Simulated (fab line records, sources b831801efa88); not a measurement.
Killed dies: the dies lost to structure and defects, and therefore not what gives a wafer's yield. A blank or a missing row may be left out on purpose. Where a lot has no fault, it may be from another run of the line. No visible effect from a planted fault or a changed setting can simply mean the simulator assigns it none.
Which tool was responsible? :: flow gf180mcu :: 33 wafers from 11 lots sampled at 5 of the route's 602 steps

== WHAT THE GAUGES SHOWED, per wafer ==
GF_V5_THK_MEAS_03. Usual: for V5_CVD_02_THK the level is 1452 nm and the standard deviation is 21.
lot: L611
measured: day 26 14:26
on: film-metro-03
V5_CVD_02_THK (nm): 1418 1456 1458
flag: 

lot: L613
measured: day 27 06:43
on: film-metro-01
V5_CVD_02_THK (nm): 1425 1423 1447
flag: 

lot: L614
measured: day 27 10:27
on: film-metro-03
V5_CVD_02_THK (nm): 1439 1440 1478
flag: 

lot: L616
measured: day 28 03:26
on: film-metro-01
V5_CVD_02_THK (nm): 1492 1465 1472
flag: 

lot: L619
measured: day 29 01:03
on: film-metro-04
V5_CVD_02_THK (nm): 1410 1437 1443
flag: 

lot: L621
measured: day 29 19:18
on: film-metro-01
V5_CVD_02_THK (nm): 1362 1381 1370 1363 1380 1370
flag: OFF

lot: L622
measured: day 30 01:40
on: film-metro-04
V5_CVD_02_THK (nm): 1360 1387 1363 1360 1388 1364
flag: OFF

lot: L627
measured: day 31 08:04
on: film-metro-04
V5_CVD_02_THK (nm): 1470 1509 1451
flag: 

lot: L630
measured: day 32 02:34
on: film-metro-03
V5_CVD_02_THK (nm): 1471 1437 1483
flag: 

lot: L631
measured: day 32 12:17
on: film-metro-01
V5_CVD_02_THK (nm): 1451 1420 1413
flag: 

lot: L634
measured: day 32 22:26
on: film-metro-04
V5_CVD_02_THK (nm): 1453 1470 1464
flag: 

== WHICH TOOL RAN EACH LOT (tool, then ch and the chambers of the sampled wafers, then the start) ==
lot: L611
GF_V4_SPUTTER_21: pvd-sputter-03, day 24 17:15
GF_M5_ETCH_09: rie-diel-01 ch 0,1, day 26 13:34
GF_M5_STRIP_11: plasma-asher-01 ch 0,1, day 26 13:41
GF_V5_CVD_02: pecvd-02 ch 0,1,2, day 26 14:20

lot: L613
GF_V4_SPUTTER_21: pvd-sputter-01, day 25 10:09
GF_M5_ETCH_09: rie-diel-01 ch 2,3, day 27 05:49
GF_M5_STRIP_11: plasma-asher-02 ch 0,1, day 27 05:59
GF_V5_CVD_02: pecvd-04 ch 0,1, day 27 06:35

lot: L614
GF_V4_SPUTTER_21: pvd-sputter-01, day 25 14:16
GF_M5_ETCH_09: rie-diel-02 ch 2,3, day 27 09:34
GF_M5_STRIP_11: plasma-asher-03 ch 0,1, day 27 09:42
GF_V5_CVD_02: pecvd-02 ch 0,1,2, day 27 10:21

lot: L616
GF_V4_SPUTTER_21: pvd-sputter-03, day 26 07:33
GF_M5_ETCH_09: rie-diel-04 ch 0,2,3, day 28 02:31
GF_M5_STRIP_11: plasma-asher-03 ch 0,1, day 28 02:41
GF_V5_CVD_02: pecvd-02 ch 0,1,2, day 28 03:22

lot: L619
GF_V4_SPUTTER_21: pvd-sputter-03, day 27 06:26
GF_M5_ETCH_09: rie-diel-04 ch 1,2,3, day 29 00:07
GF_M5_STRIP_11: plasma-asher-02 ch 0,1, day 29 00:15
GF_V5_CVD_02: pecvd-04 ch 0, day 29 00:53

lot: L621
GF_V4_SPUTTER_21: pvd-sputter-03, day 28 02:15
GF_M5_ETCH_09: rie-diel-04 ch 1,2,3, day 29 18:25
GF_M5_STRIP_11: plasma-asher-03 ch 0,1, day 29 18:32
GF_V5_CVD_02: pecvd-04 ch 0,1,2, day 29 19:11

lot: L622
GF_V4_SPUTTER_21: pvd-sputter-03, day 28 08:12
GF_M5_ETCH_09: rie-diel-01 ch 2,3, day 30 00:46
GF_M5_STRIP_11: plasma-asher-02 ch 0,1, day 30 00:56
GF_V5_CVD_02: pecvd-04 ch 0,1, day 30 01:32

lot: L627
GF_V4_SPUTTER_21: pvd-sputter-01, day 29 17:23
GF_M5_ETCH_09: rie-diel-01 ch 0,2,3, day 31 07:04
GF_M5_STRIP_11: plasma-asher-02 ch 0,1, day 31 07:18
GF_V5_CVD_02: pecvd-01 ch 0,1, day 31 07:56

lot: L630
GF_V4_SPUTTER_21: pvd-sputter-03, day 30 13:26
GF_M5_ETCH_09: rie-diel-02 ch 0,2,3, day 32 01:32
GF_M5_STRIP_11: plasma-asher-02 ch 0,1, day 32 01:49
GF_V5_CVD_02: pecvd-01 ch 0,1,2, day 32 02:29

lot: L631
GF_V4_SPUTTER_21: pvd-sputter-02, day 30 23:11
GF_M5_ETCH_09: rie-diel-04 ch 1,2,3, day 32 11:17
GF_M5_STRIP_11: plasma-asher-01 ch 0,1, day 32 11:32
GF_V5_CVD_02: pecvd-01 ch 0,1,2, day 32 12:10

lot: L634
GF_V4_SPUTTER_21: pvd-sputter-02, day 31 09:24
GF_M5_ETCH_09: rie-diel-01 ch 1,2, day 32 21:32
GF_M5_STRIP_11: plasma-asher-03 ch 0,1, day 32 21:40
GF_V5_CVD_02: pecvd-02 ch 1,2, day 32 22:19
- GF_V4_SPUTTER_21: material Ti, target thk 15 nm, time 80.02 s.
- GF_M5_ETCH_09: etches Si3N4 in CF4/O2, target depth 52 nm, time 11.6 s.
- GF_M5_STRIP_11: strips in O2/N2.
- GF_V5_CVD_02: deposits SiO2 from TEOS, target thk 1450 nm, time 163.28 s.

== WHAT THE TOOLS THEMSELVES READ (means of the sampled wafers that have a number; where no wafer has one, the mark that the record gives instead) ==
GF_V4_SPUTTER_21. Usual: cathode-dc-power-W 2500.0 W, standard deviation 0.45; chamber-pressure-pa 5.001 Pa, standard deviation 0.0099; throttle-valve-pct 30.1 %, standard deviation 0.93.
lot: L611
tool: pvd-sputter-03
cathode-dc-power-W (W): 2500.2
chamber-pressure-pa (Pa): 4.999
throttle-valve-pct (%): 29.9
flag: 

lot: L613
tool: pvd-sputter-01
cathode-dc-power-W (W): 2500.3
chamber-pressure-pa (Pa): 4.996
throttle-valve-pct (%): 30.2
flag: 

lot: L614
tool: pvd-sputter-01
cathode-dc-power-W (W): 2499.8
chamber-pressure-pa (Pa): 5.005
throttle-valve-pct (%): 30.5
flag: 

lot: L616
tool: pvd-sputter-03
cathode-dc-power-W (W): 2500.1
chamber-pressure-pa (Pa): 5.003
throttle-valve-pct (%): 29.7
flag: 

lot: L619
tool: pvd-sputter-03
cathode-dc-power-W (W): 2500.3
chamber-pressure-pa (Pa): 5.009
throttle-valve-pct (%): 30.6
flag: 

lot: L621
tool: pvd-sputter-03
cathode-dc-power-W (W): 2499.9
chamber-pressure-pa (Pa): 4.992
throttle-valve-pct (%): 30.7
flag: 

lot: L622
tool: pvd-sputter-03
cathode-dc-power-W (W): 2500.0
chamber-pressure-pa (Pa): 5.003
throttle-valve-pct (%): 30.9
flag: 

lot: L627
tool: pvd-sputter-01
cathode-dc-power-W (W): 2500.2
chamber-pressure-pa (Pa): 4.992
throttle-valve-pct (%): 30.5
flag: 

lot: L630
tool: pvd-sputter-03
cathode-dc-power-W (W): 2500.0
chamber-pressure-pa (Pa): 4.995
throttle-valve-pct (%): 29.9
flag: 

lot: L631
tool: pvd-sputter-02
cathode-dc-power-W (W): 2500.2
chamber-pressure-pa (Pa): 4.997
throttle-valve-pct (%): 29.2
flag: 

lot: L634
tool: pvd-sputter-02
cathode-dc-power-W (W): 2500.0
chamber-pressure-pa (Pa): 5.003
throttle-valve-pct (%): 29.4
flag: 

GF_M5_ETCH_09. Usual: drypump-motor-current-A 5.7 A, standard deviation 0.32; oes-product-au 0.997 a.u., standard deviation 0.014; throttle-valve-pct 5.969 %, standard deviation 0.011.
lot: L611
tool: rie-diel-01
drypump-motor-current-A (A): 6.3
oes-product-au (a.u.): 1.007
throttle-valve-pct (%): 5.975
flag: 

lot: L613
tool: rie-diel-01
drypump-motor-current-A (A): 5.6
oes-product-au (a.u.): 0.998
throttle-valve-pct (%): 5.978
flag: 

lot: L614
tool: rie-diel-02
drypump-motor-current-A (A): 5.4
oes-product-au (a.u.): 0.992
throttle-valve-pct (%): 5.966
flag: 

lot: L616
tool: rie-diel-04
drypump-motor-current-A (A): 5.8
oes-product-au (a.u.): 0.995
throttle-valve-pct (%): 5.963
flag: 

lot: L619
tool: rie-diel-04
drypump-motor-current-A (A): 5.6
oes-product-au (a.u.): 1.001
throttle-valve-pct (%): 5.964
flag: 

lot: L621
tool: rie-diel-04
drypump-motor-current-A (A): 5.6
oes-product-au (a.u.): 1.001
throttle-valve-pct (%): 5.975
flag: 

lot: L622
tool: rie-diel-01
drypump-motor-current-A (A): 5.6
oes-product-au (a.u.): 0.997
throttle-valve-pct (%): 5.966
flag: 

lot: L627
tool: rie-diel-01
drypump-motor-current-A (A): 5.9
oes-product-au (a.u.): 1.005
throttle-valve-pct (%): 5.972
flag: 

lot: L630
tool: rie-diel-02
drypump-motor-current-A (A): 5.5
oes-product-au (a.u.): 1.005
throttle-valve-pct (%): 5.963
flag: 

lot: L631
tool: rie-diel-04
drypump-motor-current-A (A): 5.6
oes-product-au (a.u.): 0.994
throttle-valve-pct (%): 5.976
flag: 

lot: L634
tool: rie-diel-01
drypump-motor-current-A (A): 5.8
oes-product-au (a.u.): 0.994
throttle-valve-pct (%): 5.969
flag: 

GF_M5_STRIP_11. Usual: drypump-motor-current-A 5.8 A, standard deviation 0.44; heater-power-w 324 W, standard deviation 22; oes-product-au 0.544 a.u., standard deviation 0.005; strip-time-to-endpoint-s 7.54 s, standard deviation 0.046.
lot: L611
tool: plasma-asher-01
drypump-motor-current-A (A): 5.4
heater-power-w (W): 342
oes-product-au (a.u.): 0.545
strip-time-to-endpoint-s (s): 7.52
flag: 

lot: L613
tool: plasma-asher-02
drypump-motor-current-A (A): 6.3
heater-power-w (W): 304
oes-product-au (a.u.): 0.540
strip-time-to-endpoint-s (s): 7.52
flag: 

lot: L614
tool: plasma-asher-03
drypump-motor-current-A (A): 5.7
heater-power-w (W): 343
oes-product-au (a.u.): 0.545
strip-time-to-endpoint-s (s): 7.52
flag: 

lot: L616
tool: plasma-asher-03
drypump-motor-current-A (A): 5.7
heater-power-w (W): 335
oes-product-au (a.u.): 0.543
strip-time-to-endpoint-s (s): 7.52
flag: 

lot: L619
tool: plasma-asher-02
drypump-motor-current-A (A): 6.2
heater-power-w (W): 302
oes-product-au (a.u.): 0.544
strip-time-to-endpoint-s (s): 7.57
flag: 

lot: L621
tool: plasma-asher-03
drypump-motor-current-A (A): 5.7
heater-power-w (W): 347
oes-product-au (a.u.): 0.545
strip-time-to-endpoint-s (s): 7.57
flag: 

lot: L622
tool: plasma-asher-02
drypump-motor-current-A (A): 6.2
heater-power-w (W): 299
oes-product-au (a.u.): 0.548
strip-time-to-endpoint-s (s): 7.61
flag: 

lot: L627
tool: plasma-asher-02
drypump-motor-current-A (A): 6.3
heater-power-w (W): 304
oes-product-au (a.u.): 0.540
strip-time-to-endpoint-s (s): 7.48
flag: 

lot: L630
tool: plasma-asher-02
drypump-motor-current-A (A): 6.2
heater-power-w (W): 306
oes-product-au (a.u.): 0.546
strip-time-to-endpoint-s (s): 7.55
flag: 

lot: L631
tool: plasma-asher-01
drypump-motor-current-A (A): 5.5
heater-power-w (W): 342
oes-product-au (a.u.): 0.539
strip-time-to-endpoint-s (s): 7.53
flag: 

lot: L634
tool: plasma-asher-03
drypump-motor-current-A (A): 5.7
heater-power-w (W): 340
oes-product-au (a.u.): 0.545
strip-time-to-endpoint-s (s): 7.52
flag: 

GF_V5_CVD_02. Usual: heater-power-w 634 W, standard deviation 100; rf-fwd-power-W 598.2 W, standard deviation 1.9.
lot: L611
tool: pecvd-02
heater-power-w (W): 683
rf-fwd-power-W (W): 596.3
flag: 

lot: L613
tool: pecvd-04
heater-power-w (W): 608
rf-fwd-power-W (W): 597.7
flag: 

lot: L614
tool: pecvd-02
heater-power-w (W): 655
rf-fwd-power-W (W): 598.7
flag: 

lot: L616
tool: pecvd-02
heater-power-w (W): 636
rf-fwd-power-W (W): 596.8
flag: 

lot: L619
tool: pecvd-04
heater-power-w (W): 718
rf-fwd-power-W (W): 601.0
flag: 

lot: L621
tool: pecvd-04
heater-power-w (W): 686
rf-fwd-power-W (W): 500.6
flag: OFF

lot: L622
tool: pecvd-04
heater-power-w (W): 666
rf-fwd-power-W (W): 501.8
flag: OFF

lot: L627
tool: pecvd-01
heater-power-w (W): 593
rf-fwd-power-W (W): 599.1
flag: 

lot: L630
tool: pecvd-01
heater-power-w (W): 589
rf-fwd-power-W (W): 598.9
flag: 

lot: L631
tool: pecvd-01
heater-power-w (W): 651
rf-fwd-power-W (W): 598.9
flag: 

lot: L634
tool: pecvd-02
heater-power-w (W): 692
rf-fwd-power-W (W): 597.2
flag: 

== THE ANSWER, worked out from the rows above alone ==
Rule: a lot counts as off when the mean over its wafers that have a number is more than 3 standard deviations away from the usual mean. A lot without any number at a reading at which 4 lots or more have one is off too. All remaining lots with rows at the step are treated as sound. After the gauges, taken in route order, come the tools' own readings; for these a lot's mean is taken, as printed above. At the first step where some lot is off, the reading lying furthest off is the one used; lots without a number count as furthest.
Off: L621, L622, seen at GF_V5_THK_MEAS_03 (V5_CVD_02_THK).
A tool fits if, at a process step before that reading, it ran every lot that is off, and no sound lot after the first of them. The gauges at GF_V5_THK_MEAS_03 aren't tried: what is off there is off at GF_V5_CVD_02 too, on other tools, and a gauge's error can't cause that. One candidate fits, namely pecvd-04 at GF_V5_CVD_02. Its last sound lot is L619 (day 29 00:53), its first lot that is off L621 (day 29 19:11): a fault that began between those two fits.
On the lots that are off, the tool's own readings at GF_V5_CVD_02 differ by more than 5 times the standard deviation of the sound lots' means, which bears it out; rf-fwd-power-W reads 501.2 W there versus 598.3 W on the sound lots.

== WHAT THE SIMULATOR HAD PUT IN ==
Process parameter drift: pecvd-04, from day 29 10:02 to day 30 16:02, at GF_V5_CVD_02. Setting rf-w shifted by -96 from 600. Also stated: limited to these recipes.
Shown lots that were struck: L621, L622. The same result came from the rule above.
